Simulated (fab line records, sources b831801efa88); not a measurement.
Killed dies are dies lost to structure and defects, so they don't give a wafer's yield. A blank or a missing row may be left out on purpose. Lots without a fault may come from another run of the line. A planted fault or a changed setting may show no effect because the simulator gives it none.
Which tool did it? | flow sky130 | 12 lots, 36 wafers sampled, at 4 steps of a route of 708

WHAT THE GAUGES READ, wafer by wafer
SKY_FIELD_ISO_THK_MEAS_02. Usual: FIELD_ISO_OXIDATION_00_THK 12.12 nm, standard deviation 0.25.
lot  | measured    | on            | FIELD_ISO_OXIDATION_00_THK (nm) | flag
L696 | day 2 04:25 | film_metro-01 | 12.03 11.92 11.93               |
L697 | day 2 08:53 | film_metro-01 | 12.30 12.02 12.11               |
L699 | day 2 18:46 | film_metro-03 | 11.81 11.73 11.89               |
L700 | day 2 23:12 | film_metro-01 | 11.95 12.03 11.85               |
L701 | day 3 03:38 | film_metro-02 | 12.12 12.06 11.86               |
L702 | day 3 08:38 | film_metro-01 | 11.84 11.79 11.90               |
L704 | day 3 19:23 | film_metro-01 | 11.97 11.73 11.94               |
L705 | day 4 01:52 | film_metro-01 | 12.46 12.40 12.49               |
L709 | day 4 20:25 | film_metro-01 | 12.18 12.30 11.91               |
L712 | day 5 12:33 | film_metro-02 | 11.62 11.78 12.00               |
L714 | day 5 20:41 | film_metro-03 | 11.71 12.12 12.25               |
L716 | day 6 07:12 | film_metro-01 | 12.64 12.82 12.59               |

SKY_NWELL_THK_MEAS_02. Usual: NWELL_OXIDATION_THK 10.16 nm, standard deviation 0.23.
lot  | measured    | on            | NWELL_OXIDATION_THK (nm) | flag
L696 | day 3 05:49 | film_metro-03 | 10.37 10.57 10.42        |
L697 | day 3 11:27 | film_metro-02 | 10.07 9.99 10.18         |
L699 | day 3 20:47 | film_metro-04 | 10.13 9.92 10.22         |
L700 | day 4 04:10 | film_metro-03 | 10.09 10.21 10.01        |
L701 | day 4 08:24 | film_metro-02 | 10.00 9.92 9.97          |
L702 | day 4 11:29 | film_metro-03 | 10.45 10.53 10.58        |
L704 | day 4 21:19 | film_metro-02 | 10.28 10.24 10.04        |
L705 | day 5 03:14 | film_metro-03 | 10.09 10.09 10.14        |
L709 | day 5 23:35 | film_metro-02 | 10.22 10.41 10.39        |
L712 | day 6 18:03 | film_metro-04 | 10.10 10.36 10.11        |
L714 | day 7 04:32 | film_metro-02 | 10.38 10.25 10.49        |
L716 | day 7 14:02 | film_metro-02 | 10.23 10.21 10.17        |

SKY_NWELL_TW_MEAS_26. Usual: NWELL_2_TW 495, standard deviation 6.1.
lot  | measured     | on            | NWELL_2_TW  | flag
L696 | day 6 03:40  | film_metro-02 | 498 493 495 |
L697 | day 6 08:45  | film_metro-02 | 495 495 495 |
L699 | day 6 21:19  | film_metro-03 | 500 494 499 |
L700 | day 7 03:12  | film_metro-03 | 501 504 503 |
L701 | day 7 09:32  | film_metro-04 | 490 489 489 |
L702 | day 7 11:52  | film_metro-04 | 490 489 485 |
L704 | day 8 01:40  | film_metro-03 | 499 499 500 |
L705 | day 8 06:44  | film_metro-02 | 495 497 494 |
L709 | day 9 09:08  | film_metro-03 | 499 497 499 |
L712 | day 10 07:05 | film_metro-04 | 510 515 514 |
L714 | day 10 19:14 | film_metro-04 | 513 514 511 |
L716 | day 11 05:16 | film_metro-02 | 493 490 493 |

WHICH TOOL RAN EACH LOT (tool, then ch and the chambers of the sampled wafers, then the start)
lot  | SKY_NWELL_IMPLANT_24
L696 | implanter-03 ch 0, day 6 03:25
L697 | implanter-04 ch 0, day 6 08:32
L699 | implanter-03 ch 0, day 6 21:04
L700 | implanter-04 ch 0, day 7 02:59
L701 | implanter-03 ch 0, day 7 09:17
L702 | implanter-01 ch 0, day 7 11:37
L704 | implanter-04 ch 0, day 8 01:25
L705 | implanter-01 ch 0, day 8 06:28
L709 | implanter-01 ch 0, day 9 08:54
L712 | implanter-04 ch 0, day 10 06:51
L714 | implanter-04 ch 0, day 10 18:59
L716 | implanter-01 ch 0, day 11 05:01
- SKY_NWELL_IMPLANT_24

WHAT THE TOOLS THEMSELVES READ (means of the sampled wafers that have a number; where no wafer has one, the mark that the record gives instead)
SKY_NWELL_IMPLANT_24. Usual: dose_ions_cm2 9.204e+12, standard deviation 9.9e+09; end_station_pressure_torr 5.02e-06 Torr, standard deviation 2.4e-07; faraday_current_uA 52.0, standard deviation 1.
lot  | tool         | dose_ions_cm2 | end_station_pressure_torr (Torr) | faraday_current_uA | flag
L696 | implanter-03 | 9.195e+12     | 5.00e-06                         | 52.5               |
L697 | implanter-04 | 9.205e+12     | 5.02e-06                         | 51.5               |
L699 | implanter-03 | 9.204e+12     | 4.84e-06                         | 52.1               |
L700 | implanter-04 | 9.212e+12     | 4.91e-06                         | 53.4               |
L701 | implanter-03 | 9.195e+12     | 5.01e-06                         | 51.6               |
L702 | implanter-01 | 9.203e+12     | 4.92e-06                         | 51.5               |
L704 | implanter-04 | 9.222e+12     | 5.22e-06                         | 51.6               |
L705 | implanter-01 | 9.210e+12     | 5.31e-06                         | 52.5               |
L709 | implanter-01 | 9.198e+12     | 5.04e-06                         | 52.2               |
L712 | implanter-04 | 1.098e+13     | 4.93e-06                         | 62.7               | OFF
L714 | implanter-04 | 1.099e+13     | 4.99e-06                         | 62.4               | OFF
L716 | implanter-01 | 9.202e+12     | 5.08e-06                         | 50.6               |

THE ANSWER, worked out from the rows above alone
Rule: a lot is off if the mean of its wafers that have a number lies more than 3 standard deviations from the usual mean. A lot without any number at a reading at which 4 lots or more have one is off too. The other lots that the step has rows for count as sound. The gauges are gone through in route order, then the tools' own readings, and for those a lot's mean is taken as printed above. The first step at which some lot is off is used, and at that step the reading that is off furthest; a lot without a number counts as furthest.
Off: L712, L714, at SKY_NWELL_IMPLANT_24 (dose_ions_cm2).
A tool fits if, at that step or a process step before it, it ran every lot that is off, and no sound lot after the first of them. One fits: implanter-04 at SKY_NWELL_IMPLANT_24. Its last sound lot is L704 (day 8 01:25), its first lot that is off L712 (day 10 06:51): a fault that began between those two fits.
The tool's own readings at SKY_NWELL_IMPLANT_24 bear it out: on the lots that are off they differ by more than 5 times the standard deviation of the sound lots' means. dose_ions_cm2 reads 1.098e+13 there against 9.205e+12 on the sound lots; faraday_current_uA reads 62.5 there against 52.0 on the sound lots.

WHAT THE SIMULATOR HAD PUT IN
Process parameter drift: implanter-04, from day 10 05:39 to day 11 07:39, at SKY_NWELL_IMPLANT_24. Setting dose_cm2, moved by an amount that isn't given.
Lots struck among those shown: L712, L714. The rule above found the same.
